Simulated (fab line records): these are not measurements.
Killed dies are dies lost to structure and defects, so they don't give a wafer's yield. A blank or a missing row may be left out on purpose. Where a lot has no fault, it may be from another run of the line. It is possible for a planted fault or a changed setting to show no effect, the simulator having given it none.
Which of the tools did it? | flow gf180mcu | 18 wafers from 6 lots sampled at 4 of the route's 602 steps

## WHAT EACH GAUGE READ, for each wafer
GF_SAB_THK_MEAS_01.
lot  | measured     | on           | SAB_CVD_00_THK (nm)
L166 | day 15 14:04 | filmMetro-04 | 49.1 49.6 49.2
L170 | day 17 04:19 | filmMetro-03 | 49.9 51.0 50.4
L174 | day 18 15:33 | filmMetro-04 | 49.4 49.1 50.3
L176 | day 19 00:32 | filmMetro-02 | 49.3 43.3 49.8
L178 | day 19 23:37 | filmMetro-03 | 49.9 43.7 44.0
L183 | day 21 14:05 | filmMetro-04 | 49.5 50.7 51.2

## WHICH TOOL RAN EACH LOT (tool, then ch and the chambers of the sampled wafers, then the start)
lot  | GF_PSD_STRIP_10                     | GF_PSD_RTA_13                   | GF_SAB_CVD_00
L166 | plasmaAsher-01 ch 0,1, day 15 13:30 | rtpAnneal-02 ch 0, day 15 13:43 | pecvd-01 ch 0,1,2, day 15 14:02
L170 | plasmaAsher-04 ch 0,1, day 17 03:47 | rtpAnneal-02 ch 0, day 17 03:59 | pecvd-02 ch 0,1,2, day 17 04:17
L174 | plasmaAsher-01 ch 0,1, day 18 15:00 | rtpAnneal-02 ch 0, day 18 15:13 | pecvd-01 ch 0,1,2, day 18 15:32
L176 | plasmaAsher-03 ch 0,1, day 18 23:58 | rtpAnneal-02 ch 0, day 19 00:11 | pecvd-02 ch 1,2, day 19 00:31
L178 | plasmaAsher-01 ch 1, day 19 23:04   | rtpAnneal-02 ch 0, day 19 23:16 | pecvd-02 ch 0,2, day 19 23:36
L183 | plasmaAsher-03 ch 1, day 21 13:31   | rtpAnneal-02 ch 0, day 21 13:44 | pecvd-04 ch 0,1,2, day 21 14:03
- GF_PSD_STRIP_10: strips in O2/N2.
- GF_PSD_RTA_13: time 20 s.
- GF_SAB_CVD_00: deposits SiO2 from TEOS, target thk 50 nm, time 4.9302 s.

## THE ANSWER, worked out from the rows above alone
Rule: the usual values come from the lots themselves. Put in order of their means at a reading, lots are off if they are a third of the lots or fewer, leave a main group of 4 or more, and stand apart from it by a gap of 3 or more times the standard deviation of the main group's means; of several such gaps the widest counts. Not used: any main group whose means are identical at the precision the tables above print for the reading. Also off: a lot with no number at a reading for which 4 or more lots have one. The other lots that the step has rows for count as sound.
Off: L176, L178, at GF_SAB_THK_MEAS_01 (SAB_CVD_00_THK). Mean 50.0 nm and standard deviation 0.51 in the main group.
A tool fits if, at a process step before that reading, it ran every lot that is off, and no sound lot after the first of them. Gauges at GF_SAB_THK_MEAS_01: tried the same way as those tools. One fits: GF_SAB_CVD_00 on pecvd-02. Its last sound lot is L170 (day 17 04:17), its first lot that is off L176 (day 19 00:31): a fault that began between those two fits.

## WHAT THE SIMULATOR HAD INSERTED
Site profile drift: pecvd-02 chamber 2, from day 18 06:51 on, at GF_SAB_CVD_00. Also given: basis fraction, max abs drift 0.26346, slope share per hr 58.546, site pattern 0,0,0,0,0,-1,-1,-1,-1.
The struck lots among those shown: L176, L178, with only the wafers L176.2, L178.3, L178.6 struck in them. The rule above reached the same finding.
